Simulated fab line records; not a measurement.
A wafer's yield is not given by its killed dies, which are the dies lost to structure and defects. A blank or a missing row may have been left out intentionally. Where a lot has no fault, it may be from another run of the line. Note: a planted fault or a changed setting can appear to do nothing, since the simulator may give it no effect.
fab line records    flow gf180mcu
[record] lots = 24  wafers = 72  last-day = 34
route steps=602 shown V3@444 V4@479 TOP_METAL@583
lots that met no fault: from a run of the same line without faults
start-h: start of the lot's first displayed wafer, in hours after the record's first day    wait-h: how many hours have passed since the lot's step before this one    " unchanged from the row above    L1.1+2: a single row standing in for several wafers    - either no value or no given start    * or withheld: withheld    < > ~ a bound
route shown NAME@n: a module of which the file shows steps, and the number in the route of the first    usual: mean and standard deviation over wafers with no fault    same: alike in all rows    chamber/n: place in a boat    sites: per-site readings    _std_site: the standard deviation of these    _edge_site: outer sites' mean less inner sites'    radius-mm: for every site, how far away it sits from the centre of the wafer    mask NAME#n: copy n    behind: the last tool/chamber to shape the wafer    hold: reason for holding the lot/hours on hold/outcome of the hold    device: the transistor (n, p or np) that didn't switch    end of line: the route-end tests of the same wafers    a step without rows: its recipe alone    killed: dies that structure and defects cost at the first sort, which is not the same as the wafer's yield    map: a wafer's dies, marking killed ones x, the rest . and places with no die _
set.NAME: setting as actually run; set.NAME@STEP: the setting as run at that earlier step    model.NAME: the simulator's own value behind a step, which no gauge read
a sample of lots followed through the steps of the route, with each step as a table and each wafer as a row
services: from which hour (start-h, from the record's first day; less than 0 if before it) a tool's chamber was out of use, for how many hours, and why
[[steps]]
[step GF_V3_OVL_MEAS_15]
[usual] V3_OVL = -1/5.8
lot.wafer  tool        chamber  start-h  wait-h  V3_OVL[nm]
L074.1     overlay-01  -        517.86   0.1     -3
L074.3     "           -        "        "       0
L074.5     "           -        "        "       -6
L075.2     overlay-01  -        528.92   0.1     -6
L075.4     "           -        "        "       -2
L075.5     "           -        "        "       5
L076.2     overlay-01  -        532.57   0.1     3
L076.3     "           -        "        "       6
L076.6     "           -        "        "       7
L077.1     overlay-01  -        546.90   0.1     -3
L077.2     "           -        "        "       -9
L077.3     "           -        "        "       6
L078.1     overlay-01  -        554.20   0.1     0
L078.4     "           -        "        "       0
L078.6     "           -        "        "       1
L079.1     overlay-01  -        554.23   0.1     5
L079.3     "           -        "        "       12
L079.4     "           -        "        "       2
L080.3     overlay-01  -        566.52   0.1     -2
L080.4     "           -        "        "       11
L080.5     "           -        "        "       3
L081.2     overlay-01  -        571.00   0.1     -7
L081.5     "           -        "        "       0
L081.6     "           -        "        "       -8
L082.3     overlay-02  -        584.31   0.1     13
L082.4     "           -        "        "       5
L082.5     "           -        "        "       10
L083.2     overlay-02  -        588.25   0.1     7
L083.5     "           -        "        "       -2
L083.6     "           -        "        "       6
L084.2     overlay-02  -        594.82   0.1     2
L084.5     "           -        "        "       -4
L084.6     "           -        "        "       7
L085.2     overlay-02  -        604.80   0.1     -3
L085.4     "           -        "        "       -6
L085.6     "           -        "        "       -9
L086.4     overlay-02  -        615.03   0.1     -2
L086.5     "           -        "        "       -2
L086.6     "           -        "        "       4
L087.1     overlay-01  -        620.86   0.1     4
L087.3     "           -        "        "       -2
L087.4     "           -        "        "       -4
L088.1     overlay-02  -        626.31   0.1     -13
L088.2     "           -        "        "       -5
L088.4     "           -        "        "       4
L089.1     overlay-01  -        630.71   0.1     -7
L089.3     "           -        "        "       1
L089.4     "           -        "        "       -4
L090.2     overlay-01  -        641.87   0.1     -6
L090.4     "           -        "        "       -3
L090.5     "           -        "        "       -8
L091.3     overlay-01  -        646.92   0.1     -4
L091.4     "           -        "        "       -2
L091.6     "           -        "        "       -6
L092.2     overlay-02  -        657.22   0.1     -6
L092.3     "           -        "        "       -7
L092.6     "           -        "        "       -4
L093.4     overlay-01  -        662.43   0.1     8
L093.5     "           -        "        "       5
L093.6     "           -        "        "       11
L094.1     overlay-02  -        669.04   0.1     -1
L094.2     "           -        "        "       -3
L094.5     "           -        "        "       3
L095.3     overlay-02  -        673.63   0.1     -2
L095.5     "           -        "        "       8
L095.6     "           -        "        "       -5
L096.2     overlay-02  -        683.41   0.1     -5
L096.3     "           -        "        "       -8
L096.4     "           -        "        "       -6
L097.1     overlay-02  -        692.84   0.1     -7
L097.5     "           -        "        "       1
L097.6     "           -        "        "       -3
[step GF_V3_SPUTTER_22]
[recipe] material = TiN  target-thk-nm = 10  chamber-pressure-pa = 5  power-w = 4000  time-s = 40
[usual] throttle-valve-pct = 30.2/1.1
[same] time-s = 40
lot.wafer  tool            chamber  start-h  wait-h  throttle-valve-pct
L074.1     pvd-sputter-02  -        518.65   0.0     30.1
L074.3     "               -        "        "       31.3
L074.5     "               -        "        "       30.3
L075.2     pvd-sputter-01  -        529.68   0.0     32.1
L075.4     "               -        "        "       30.4
L075.5     "               -        "        "       32.7
L076.2     pvd-sputter-04  -        533.33   0.0     28.5
L076.3     "               -        "        "       30.9
L076.6     "               -        "        "       28.3
L077.1     pvd-sputter-04  -        547.66   0.0     30.9
L077.2     "               -        "        "       28.4
L077.3     "               -        "        "       31.2
L078.1     pvd-sputter-04  -        554.96   0.0     30.9
L078.4     "               -        "        "       31.3
L078.6     "               -        "        "       30.9
L079.1     pvd-sputter-02  -        554.99   0.0     30.1
L079.3     "               -        "        "       30.2
L079.4     "               -        "        "       31.6
L080.3     pvd-sputter-04  -        567.27   0.0     28.3
L080.4     "               -        "        "       28.3
L080.5     "               -        "        "       30.8
L081.2     pvd-sputter-04  -        571.79   0.0     28.6
L081.5     "               -        "        "       30.9
L081.6     "               -        "        "       28.9
L082.3     pvd-sputter-02  -        585.46   0.0     30.1
L082.4     "               -        "        "       30.3
L082.5     "               -        "        "       31.4
L083.2     pvd-sputter-04  -        589.10   0.0     28.0
L083.5     "               -        "        "       28.4
L083.6     "               -        "        "       30.6
L084.2     pvd-sputter-04  -        595.57   0.0     31.1
L084.5     "               -        "        "       30.7
L084.6     "               -        "        "       31.1
L085.2     pvd-sputter-01  -        605.90   0.0     32.4
L085.4     "               -        "        "       30.7
L085.6     "               -        "        "       32.6
L086.4     pvd-sputter-01  -        616.20   0.0     29.9
L086.5     "               -        "        "       29.9
L086.6     "               -        "        "       31.1
L087.1     pvd-sputter-01  -        621.62   0.0     32.3
L087.3     "               -        "        "       29.8
L087.4     "               -        "        "       30.3
L088.1     pvd-sputter-02  -        627.11   0.0     29.8
L088.2     "               -        "        "       30.4
L088.4     "               -        "        "       31.5
L089.1     pvd-sputter-01  -        631.48   0.0     29.9
L089.3     "               -        "        "       30.0
L089.4     "               -        "        "       32.4
L090.2     pvd-sputter-01  -        642.63   0.0     30.3
L090.4     "               -        "        "       30.8
L090.5     "               -        "        "       30.1
L091.3     pvd-sputter-04  -        647.71   0.0     30.6
L091.4     "               -        "        "       28.3
L091.6     "               -        "        "       31.1
L092.2     pvd-sputter-04  -        658.01   0.0     28.3
L092.3     "               -        "        "       28.8
L092.6     "               -        "        "       28.1
L093.4     pvd-sputter-04  -        663.17   0.0     30.8
L093.5     "               -        "        "       28.4
L093.6     "               -        "        "       31.2
L094.1     pvd-sputter-02  -        669.81   0.0     30.2
L094.2     "               -        "        "       31.3
L094.5     "               -        "        "       31.3
L095.3     pvd-sputter-04  -        674.38   0.0     28.4
L095.5     "               -        "        "       28.1
L095.6     "               -        "        "       30.6
L096.2     pvd-sputter-02  -        684.51   0.0     30.4
L096.3     "               -        "        "       29.8
L096.4     "               -        "        "       30.3
L097.1     pvd-sputter-04  -        693.70   0.0     31.2
L097.5     "               -        "        "       30.8
L097.6     "               -        "        "       30.9
[step GF_V4_THK_MEAS_03]
[recipe] reads = SiO2_of_V4_CVD_02
[usual] V4_CVD_02_THK = 854/12
lot.wafer  tool           chamber  start-h  wait-h  V4_CVD_02_THK[nm]
L074.1     film-metro-01  -        544.09   0.1     850
L074.3     "              -        "        "       855
L074.5     "              -        "        "       861
L075.2     film-metro-04  -        553.69   0.0     841
L075.4     "              -        "        "       864
L075.5     "              -        "        "       861
L076.2     film-metro-01  -        558.10   0.0     857
L076.3     "              -        "        "       860
L076.6     "              -        "        "       870
L077.1     film-metro-01  -        571.73   0.0     856
L077.2     "              -        "        "       837
L077.3     "              -        "        "       859
L078.1     film-metro-03  -        579.39   0.0     827
L078.4     "              -        "        "       856
L078.6     "              -        "        "       855
L079.1     film-metro-03  -        579.63   0.0     863
L079.3     "              -        "        "       852
L079.4     "              -        "        "       876
L080.3     film-metro-03  -        590.57   0.1     859
L080.4     "              -        "        "       879
L080.5     "              -        "        "       867
L081.2     film-metro-01  -        595.36   0.0     845
L081.5     "              -        "        "       859
L081.6     "              -        "        "       867
L082.3     film-metro-04  -        608.34   0.1     852
L082.4     "              -        "        "       874
L082.5     "              -        "        "       870
L083.2     film-metro-01  -        612.07   0.0     843
L083.5     "              -        "        "       845
L083.6     "              -        "        "       856
L084.2     film-metro-04  -        618.76   0.0     856
L084.5     "              -        "        "       877
L084.6     "              -        "        "       867
L085.2     film-metro-04  -        628.30   0.0     851
L085.4     "              -        "        "       863
L085.6     "              -        "        "       866
L086.4     film-metro-04  -        637.90   0.0     863
L086.5     "              -        "        "       864
L086.6     "              -        "        "       852
L087.1     film-metro-04  -        643.23   0.0     837
L087.3     "              -        "        "       840
L087.4     "              -        "        "       843
L088.1     film-metro-01  -        648.72   0.0     870
L088.2     "              -        "        "       866
L088.4     "              -        "        "       867
L089.1     film-metro-03  -        653.07   0.0     855
L089.3     "              -        "        "       860
L089.4     "              -        "        "       864
L090.2     film-metro-04  -        664.26   0.0     854
L090.4     "              -        "        "       876
L090.5     "              -        "        "       855
L091.3     film-metro-04  -        668.94   0.1     859
L091.4     "              -        "        "       865
L091.6     "              -        "        "       865
L092.2     film-metro-04  -        679.03   0.0     849
L092.3     "              -        "        "       843
L092.6     "              -        "        "       860
L093.4     film-metro-03  -        684.10   0.0     857
L093.5     "              -        "        "       847
L093.6     "              -        "        "       853
L094.1     film-metro-01  -        690.75   0.0     833
L094.2     "              -        "        "       834
L094.5     "              -        "        "       850
L095.3     film-metro-04  -        695.07   0.1     851
L095.5     "              -        "        "       857
L095.6     "              -        "        "       860
L096.2     film-metro-01  -        705.44   0.0     826
L096.3     "              -        "        "       844
L096.4     "              -        "        "       848
L097.1     film-metro-03  -        713.45   0.0     832
L097.5     "              -        "        "       841
L097.6     "              -        "        "       842
[step GF_V4_ETCH_16]
[recipe] chemistry = N2/H2  target-depth-a = withheld  overetch-a = withheld  time-s = withheld  target = BARC  ion-energy-ev = 200  source-w = 500  bias-w = 100  pressure-mtorr = 30  n2-flow-sccm = 100  h2-flow-sccm = 200
[usual] drypump-motor-current-A = 5.5/0.49  h2-flow-sccm = 200.1/0.64  oes-product-au = 0.855/0.0045  throttle-valve-pct = 13.225/0.0093
lot.wafer  tool         chamber  start-h  wait-h  drypump-motor-current-A  h2-flow-sccm  oes-product-au  throttle-valve-pct
L074.1     rie-diel-01  1        566.93   0.0     5.9                      199.8         0.861           13.221
L074.3     "            2        "        "       5.9                      199.7         0.860           13.216
L074.5     "            2        "        "       6.0                      200.5         0.855           13.218
L075.2     rie-diel-02  3        576.61   0.0     4.6                      200.7         0.858           13.237
L075.4     "            0        "        "       5.7                      199.9         0.856           13.232
L075.5     "            0        "        "       5.7                      200.1         0.857           13.227
L076.2     rie-diel-02  1        580.58   0.0     5.9                      200.6         0.853           13.225
L076.3     "            3        "        "       4.6                      199.8         0.850           13.220
L076.6     "            3        "        "       4.7                      198.9         0.851           13.213
L077.1     rie-diel-03  2        594.00   0.0     4.6                      200.3         0.862           13.231
L077.2     "            3        "        "       5.5                      199.9         0.855           13.249
L077.3     "            0        "        "       6.1                      200.5         0.855           13.220
L078.1     rie-diel-02  0        601.66   0.0     5.7                      199.6         0.858           13.235
L078.4     "            2        "        "       5.7                      200.3         0.859           13.225
L078.6     "            0        "        "       5.6                      199.8         0.858           13.221
L079.1     rie-diel-03  0        601.73   0.0     6.0                      200.7         0.864           13.214
L079.3     "            3        "        "       5.4                      200.1         0.860           13.226
L079.4     "            2        "        "       4.6                      201.3         0.861           13.220
L080.3     rie-diel-02  2        612.16   0.0     5.7                      200.4         0.853           13.226
L080.4     "            1        "        "       5.9                      199.6         0.864           13.231
L080.5     "            0        "        "       5.6                      199.4         0.861           13.225
L081.2     rie-diel-03  3        616.50   0.0     5.5                      199.4         0.850           13.218
L081.5     "            2        "        "       4.6                      200.5         0.860           13.227
L081.6     "            1        "        "       5.4                      200.7         0.857           13.220
L082.3     rie-diel-01  2        629.86   0.0     6.0                      199.9         0.861           13.221
L082.4     "            3        "        "       5.5                      200.1         0.856           13.232
L082.5     "            1        "        "       5.9                      199.4         0.857           13.220
L083.2     rie-diel-03  3        632.86   0.0     5.5                      200.4         0.849           13.234
L083.5     "            0        "        "       6.1                      199.5         0.855           13.237
L083.6     "            1        "        "       5.4                      199.8         0.848           13.225
L084.2     rie-diel-01  2        640.35   0.0     5.9                      200.0         0.861           13.217
L084.5     "            1        "        "       5.9                      200.1         0.859           13.238
L084.6     "            2        "        "       6.0                      199.2         0.853           13.221
L085.2     rie-diel-03  1        648.82   0.0     5.4                      200.3         0.853           13.241
L085.4     "            2        "        "       4.7                      199.9         0.851           13.223
L085.6     "            1        "        "       5.4                      200.2         0.856           13.242
L086.4     rie-diel-03  3        658.23   0.0     5.5                      199.9         0.857           13.220
L086.5     "            0        "        "       6.0                      200.6         0.857           13.211
L086.6     "            3        "        "       5.5                      200.1         0.855           13.229
L087.1     rie-diel-01  1        663.83   0.0     5.9                      199.0         0.856           13.241
L087.3     "            0        "        "       4.7                      199.0         0.856           13.247
L087.4     "            2        "        "       5.9                      198.9         0.858           13.207
L088.1     rie-diel-02  1        668.71   0.0     5.9                      200.5         0.851           13.210
L088.2     "            0        "        "       5.7                      200.3         0.851           13.224
L088.4     "            3        "        "       4.7                      200.2         0.855           13.221
L089.1     rie-diel-02  0        672.98   0.0     5.7                      200.2         0.854           13.227
L089.3     "            2        "        "       5.7                      200.6         0.853           13.232
L089.4     "            1        "        "       5.9                      198.4         0.856           13.228
L090.2     rie-diel-03  2        684.38   0.0     4.6                      200.6         0.854           13.237
L090.4     "            1        "        "       5.4                      199.3         0.853           13.220
L090.5     "            2        "        "       4.6                      199.4         0.856           13.219
L091.3     rie-diel-03  1        688.66   0.0     5.4                      200.9         0.858           13.235
L091.4     "            1        "        "       5.4                      200.8         0.847           13.221
L091.6     "            0        "        "       6.1                      199.9         0.851           13.214
L092.2     rie-diel-02  3        698.43   0.0     4.7                      199.5         0.849           13.213
L092.3     "            1        "        "       5.9                      200.5         0.853           13.222
L092.6     "            2        "        "       5.7                      200.6         0.854           13.227
L093.4     rie-diel-03  0        703.46   0.0     6.1                      200.3         0.843           13.236
L093.5     "            0        "        "       6.0                      199.9         0.854           13.224
L093.6     "            3        "        "       5.5                      199.5         0.845           13.229
L094.1     rie-diel-03  3        710.06   0.0     5.5                      200.4         0.856           13.219
L094.2     "            2        "        "       4.6                      200.6         0.857           13.224
L094.5     "            3        "        "       5.5                      201.6         0.849           13.241
L095.3     rie-diel-01  0        713.43   0.0     4.7                      199.1         0.862           13.231
L095.5     "            1        "        "       5.9                      199.2         0.852           13.224
L095.6     "            0        "        "       4.7                      199.7         0.856           13.243
L096.2     rie-diel-02  2        724.71   0.0     5.7                      199.6         0.860           13.239
L096.3     "            0        "        "       5.7                      199.6         0.854           13.214
L096.4     "            3        "        "       4.7                      199.5         0.856           13.222
L097.1     rie-diel-03  3        731.80   0.0     5.5                      199.4         0.848           13.235
L097.5     "            1        "        "       5.4                      200.0         0.859           13.229
L097.6     "            0        "        "       6.1                      200.2         0.850           13.204
[step GF_V4_THK_MEAS_25]
[recipe] thk-meas-gauge = xrf  reads = W_of_V4_CVD_23
[usual] V4_W_THK = 354/5.1
lot.wafer  tool           chamber  start-h  wait-h  V4_W_THK[nm]
L074.1     film-metro-03  -        567.93   0.1     347
L074.3     "              -        "        "       347
L074.5     "              -        "        "       352
L075.2     film-metro-04  -        577.62   0.1     361
L075.4     "              -        "        "       355
L075.5     "              -        "        "       357
L076.2     film-metro-01  -        582.02   0.1     360
L076.3     "              -        "        "       359
L076.6     "              -        "        "       358
L077.1     film-metro-03  -        595.00   0.1     355
L077.2     "              -        "        "       351
L077.3     "              -        "        "       356
L079.1     film-metro-01  -        602.73   0.1     359
L079.3     "              -        "        "       362
L079.4     "              -        "        "       355
L078.1     film-metro-03  -        602.75   0.1     348
L078.4     "              -        "        "       350
L078.6     "              -        "        "       351
L080.3     film-metro-03  -        613.30   0.1     342
L080.4     "              -        "        "       347
L080.5     "              -        "        "       346
L081.2     film-metro-04  -        617.60   0.1     362
L081.5     "              -        "        "       358
L081.6     "              -        "        "       357
L082.3     film-metro-01  -        630.88   0.1     344
L082.4     "              -        "        "       351
L082.5     "              -        "        "       352
L083.2     film-metro-01  -        633.87   0.1     355
L083.5     "              -        "        "       351
L083.6     "              -        "        "       355
L084.2     film-metro-04  -        641.36   0.1     358
L084.5     "              -        "        "       354
L084.6     "              -        "        "       357
L085.2     film-metro-03  -        649.83   0.1     365
L085.4     "              -        "        "       360
L085.6     "              -        "        "       365
L086.4     film-metro-04  -        659.26   0.1     362
L086.5     "              -        "        "       360
L086.6     "              -        "        "       365
L087.1     film-metro-01  -        664.83   0.1     350
L087.3     "              -        "        "       349
L087.4     "              -        "        "       351
L088.1     film-metro-04  -        669.75   0.1     358
L088.2     "              -        "        "       356
L088.4     "              -        "        "       351
L089.1     film-metro-03  -        674.01   0.1     349
L089.3     "              -        "        "       348
L089.4     "              -        "        "       357
L090.2     film-metro-03  -        685.82   0.1     349
L090.4     "              -        "        "       346
L090.5     "              -        "        "       345
L091.3     film-metro-03  -        689.77   0.1     356
L091.4     "              -        "        "       357
L091.6     "              -        "        "       358
L092.2     film-metro-01  -        699.44   0.1     354
L092.3     "              -        "        "       351
L092.6     "              -        "        "       352
L093.4     film-metro-03  -        704.59   0.1     346
L093.5     "              -        "        "       349
L093.6     "              -        "        "       353
L094.1     film-metro-04  -        711.09   0.1     354
L094.2     "              -        "        "       358
L094.5     "              -        "        "       356
L095.3     film-metro-03  -        714.57   0.1     352
L095.5     "              -        "        "       351
L095.6     "              -        "        "       350
L096.2     film-metro-04  -        725.75   0.1     352
L096.3     "              -        "        "       350
L096.4     "              -        "        "       357
L097.1     film-metro-03  -        732.80   0.1     352
L097.5     "              -        "        "       355
L097.6     "              -        "        "       356
[step GF_TOP_METAL_METAL_ETCH_16]
[recipe] chemistry = Cl2/BCl3  mask-material = NOVOLAK  target-depth-nm = 1197  stop-on = SiO2  pressure-mtorr = 8  icp-w = 800  bias-w = 140  Cl2_flow_sccm = 80  bcl3-flow-sccm = 40  time-s = 199.5
[usual] drypump-motor-current-A = 6.0/0.37  oes-product-au = 0.989/0.0083  throttle-valve-pct = 28.232/0.011
[same] time-s = 199.5
lot.wafer  tool          chamber  start-h  wait-h  drypump-motor-current-A  oes-product-au  rf-hours-counter-h  throttle-valve-pct
L074.1     rie-metal-02  0        655.78   0.0     6.2                      0.996           7                   28.214
L074.3     "             0        "        "       6.2                      0.998           -                   28.237
L074.5     "             1        "        "       6.2                      0.995           -                   28.227
L075.2     rie-metal-02  0        664.16   0.0     6.2                      0.997           7                   28.202
L075.4     "             1        "        "       6.2                      0.993           -                   28.218
L075.5     "             1        "        "       6.2                      0.984           -                   28.227
L076.2     rie-metal-02  0        668.36   0.0     6.2                      1.001           7                   28.222
L076.3     "             0        "        "       6.2                      0.998           -                   28.218
L076.6     "             1        "        "       6.2                      0.992           -                   28.234
L077.1     rie-metal-02  0        679.08   0.0     6.2                      0.994           8                   28.218
L077.2     "             1        "        "       6.2                      0.992           5                   28.216
L077.3     "             0        "        "       6.2                      0.999           -                   28.214
L079.1     rie-metal-04  1        685.58   0.0     5.8                      0.991           13                  28.227
L079.3     "             1        "        "       5.8                      0.983           -                   28.242
L079.4     "             0        "        "       5.9                      0.992           -                   28.230
L078.1     rie-metal-01  1        686.81   0.0     5.2                      0.972           0                   28.230
L078.4     "             0        "        "       6.5                      0.974           -                   28.248
L078.6     "             0        "        "       6.5                      0.986           -                   28.227
L080.3     rie-metal-01  0        695.97   0.1     6.5                      0.990           -                   28.237
L080.4     "             1        "        "       5.3                      0.990           -                   28.222
L080.5     "             0        "        "       6.5                      0.982           -                   28.243
L081.2     rie-metal-04  1        700.27   0.1     5.8                      0.995           -                   28.233
L081.5     "             1        "        "       5.8                      0.990           -                   28.234
L081.6     "             1        "        "       5.9                      0.996           -                   28.230
L082.3     rie-metal-02  0        711.73   0.1     6.2                      1.000           -                   28.218
L082.4     "             1        "        "       6.2                      0.996           -                   28.214
L082.5     "             1        "        "       6.2                      0.994           -                   28.221
L083.2     rie-metal-04  0        715.01   0.0     5.9                      0.987           0                   28.243
L083.5     "             0        "        "       5.9                      0.989           -                   28.235
L083.6     "             1        "        "       5.8                      0.990           -                   28.246
L084.2     rie-metal-02  1        721.93   0.0     6.2                      0.989           7                   28.239
L084.5     "             0        "        "       6.2                      1.001           -                   28.216
L084.6     "             1        "        "       6.2                      0.991           -                   28.231
L085.2     rie-metal-04  1        729.93   0.0     5.9                      0.993           16                  28.218
L085.4     "             1        "        "       5.9                      0.996           -                   28.229
L085.6     "             1        "        "       5.9                      0.997           -                   28.229
L086.4     rie-metal-01  1        736.59   0.1     5.3                      0.983           -                   28.225
L086.5     "             0        "        "       6.5                      0.990           -                   28.225
L086.6     "             1        "        "       5.2                      0.987           -                   28.218
L087.1     rie-metal-04  1        742.73   0.0     5.8                      0.990           17                  28.237
L087.3     "             0        "        "       5.9                      0.987           -                   28.210
L087.4     "             1        "        "       5.8                      1.002           -                   28.234
L088.1     rie-metal-04  0        747.50   0.0     5.9                      0.983           2                   28.231
L088.2     "             1        "        "       5.8                      0.992           17                  28.244
L088.4     "             0        "        "       5.9                      0.980           -                   28.243
L089.1     rie-metal-02  0        750.08   0.0     6.2                      1.002           11                  28.207
L089.3     "             0        "        "       6.2                      0.995           -                   28.219
L089.4     "             1        "        "       6.2                      0.994           -                   28.242
L090.2     rie-metal-02  1        759.81   0.0     6.2                      0.993           9                   28.225
L090.4     "             0        "        "       6.2                      0.996           -                   28.231
L090.5     "             0        "        "       6.2                      0.999           -                   28.219
L091.3     rie-metal-04  0        763.98   0.1     5.9                      0.988           -                   28.232
L091.4     "             0        "        "       5.9                      0.986           -                   28.235
L091.6     "             0        "        "       5.9                      0.982           -                   28.232
L092.2     rie-metal-01  0        771.73   0.0     6.5                      0.967           12                  28.237
L092.3     "             1        "        "       5.3                      0.982           -                   28.227
L092.6     "             0        "        "       6.5                      0.969           -                   28.240
L093.4     rie-metal-01  0        776.51   0.1     6.5                      0.975           -                   28.246
L093.5     "             1        "        "       5.2                      0.984           -                   28.241
L093.6     "             0        "        "       6.5                      0.972           -                   28.243
L094.1     rie-metal-01  1        780.95   0.0     5.3                      0.982           4                   28.235
L094.2     "             0        "        "       6.5                      0.980           12                  28.250
L094.5     "             1        "        "       5.3                      0.988           -                   28.228
L095.3     rie-metal-02  0        784.97   0.1     6.2                      0.988           -                   28.233
L095.5     "             1        "        "       6.2                      0.987           -                   28.225
L095.6     "             0        "        "       6.2                      0.997           -                   28.234
L096.2     rie-metal-04  0        794.30   0.0     5.9                      0.983           5                   28.241
L096.3     "             1        "        "       5.8                      0.986           -                   28.242
L096.4     "             0        "        "       5.9                      0.982           -                   28.232
L097.1     rie-metal-01  1        800.41   0.0     5.2                      0.979           5                   28.236
L097.5     "             0        "        "       6.5                      0.968           -                   28.244
L097.6     "             1        "        "       5.3                      0.984           -                   28.232
[[services]]
tool            chamber  start-h  hours  kind
rie-metal-02    1        501.80   4.8    repair
pvd-sputter-02  -        510.22   5.9    repair
rie-diel-02     0        515.32   2.7    repair
rie-metal-02    -        543.57   0.4    repair
rie-diel-03     1        550.04   1.2    repair
rie-diel-02     2        562.03   3.9    repair
rie-diel-03     3        563.48   8.6    repair
pvd-sputter-02  -        569.46   2.6    repair
pvd-sputter-01  -        586.07   0.5    repair
rie-diel-02     3        609.53   5.4    repair
rie-metal-02    -        639.55   0.5    repair
rie-diel-02     2        655.63   7.7    repair
rie-diel-03     -        660.75   14.6   pm
rie-diel-03     0        679.64   2.5    repair
rie-diel-03     3        680.07   2.6    repair
rie-metal-02    -        698.31   0.6    repair
rie-diel-03     0        709.09   2.1    repair
rie-metal-01    -        724.53   2.5    repair
rie-diel-02     -        726.34   14.6   pm
pvd-sputter-01  -        733.72   2.2    repair
rie-diel-02     3        742.60   4.7    repair
pvd-sputter-04  -        781.77   5.5    repair
pvd-sputter-01  -        796.48   7.0    repair
pvd-sputter-01  -        800.46   2.8    repair
[[key]]
fault none
